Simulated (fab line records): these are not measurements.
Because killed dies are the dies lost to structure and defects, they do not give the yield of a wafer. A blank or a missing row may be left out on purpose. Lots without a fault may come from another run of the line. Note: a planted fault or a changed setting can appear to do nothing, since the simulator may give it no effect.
Chamber matching || flow sky130 || SKY_VIA4_CMP_21 on cmp-01 has 4 sister chambers
The step polishes, stops on SiO2, t overpolish 25 s, target thk 0 nm. 4 wafers are shown with their chamber, then 11 later ones without.

## WAFERS, EACH WITH ITS CHAMBER
{"wafer": "L084.1", "chamber": 1, "motorCurrentA (A)": 11.2}
{"wafer": "L087.2", "chamber": 0, "motorCurrentA (A)": 11.4}
{"wafer": "L087.6", "chamber": 2, "motorCurrentA (A)": 14.0}
{"wafer": "L093.3", "chamber": 3, "motorCurrentA (A)": 10.4}

## WAFERS MISSING THEIR CHAMBER
{"wafer": "L093.4", "motorCurrentA (A)": 13.5}
{"wafer": "L093.5", "motorCurrentA (A)": 10.9}
{"wafer": "L094.3", "motorCurrentA (A)": 11.4}
{"wafer": "L094.4", "motorCurrentA (A)": 11.3}
{"wafer": "L094.6", "motorCurrentA (A)": 11.7}
{"wafer": "L095.1", "motorCurrentA (A)": 10.0}
{"wafer": "L095.5", "motorCurrentA (A)": 11.5}
{"wafer": "L095.6", "motorCurrentA (A)": 10.6}
{"wafer": "L097.1", "motorCurrentA (A)": 10.6}
{"wafer": "L097.5", "motorCurrentA (A)": 11.4}
{"wafer": "L097.6", "motorCurrentA (A)": 13.0}

## WHICH CHAMBER EACH WENT THROUGH
{"wafer": "L093.4", "from the rows above": 2, "in truth": 2}
{"wafer": "L093.5", "from the rows above": "can't be placed: 1 or 0 or 3", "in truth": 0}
{"wafer": "L094.3", "from the rows above": "can't be placed: 0 or 1", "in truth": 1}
{"wafer": "L094.4", "from the rows above": "can't be placed: 0 or 1", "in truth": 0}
{"wafer": "L094.6", "from the rows above": "can't be placed: 0 or 1", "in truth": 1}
{"wafer": "L095.1", "from the rows above": 3, "in truth": 3}
{"wafer": "L095.5", "from the rows above": "can't be placed: 0 or 1", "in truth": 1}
{"wafer": "L095.6", "from the rows above": "can't be placed: 3 or 1 or 0", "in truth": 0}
{"wafer": "L097.1", "from the rows above": "can't be placed: 3 or 1 or 0", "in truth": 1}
{"wafer": "L097.5", "from the rows above": "can't be placed: 0 or 1", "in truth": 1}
{"wafer": "L097.6", "from the rows above": "can't be placed: 2 or 0", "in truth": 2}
Placed correctly: 2 of 11. These rows do not allow placing 9 (true chamber among the candidates in 9). Wrongly placed: 0.
How it was worked out, from the rows above alone: a wafer's distance from a chamber is the root of the sum, over the readings, of the square of ((its reading less the chamber's mean) divided by the reading's scatter). If the next closest chamber is less than 2 further off than the closest, the wafer can't be placed; otherwise it belongs to the closest. The mean given for a chamber averages the wafers shown for that chamber. The scatter (one wafer shown for each chamber): square how far every hidden wafer sits from the nearest shown wafer, average those squares and take the square root.
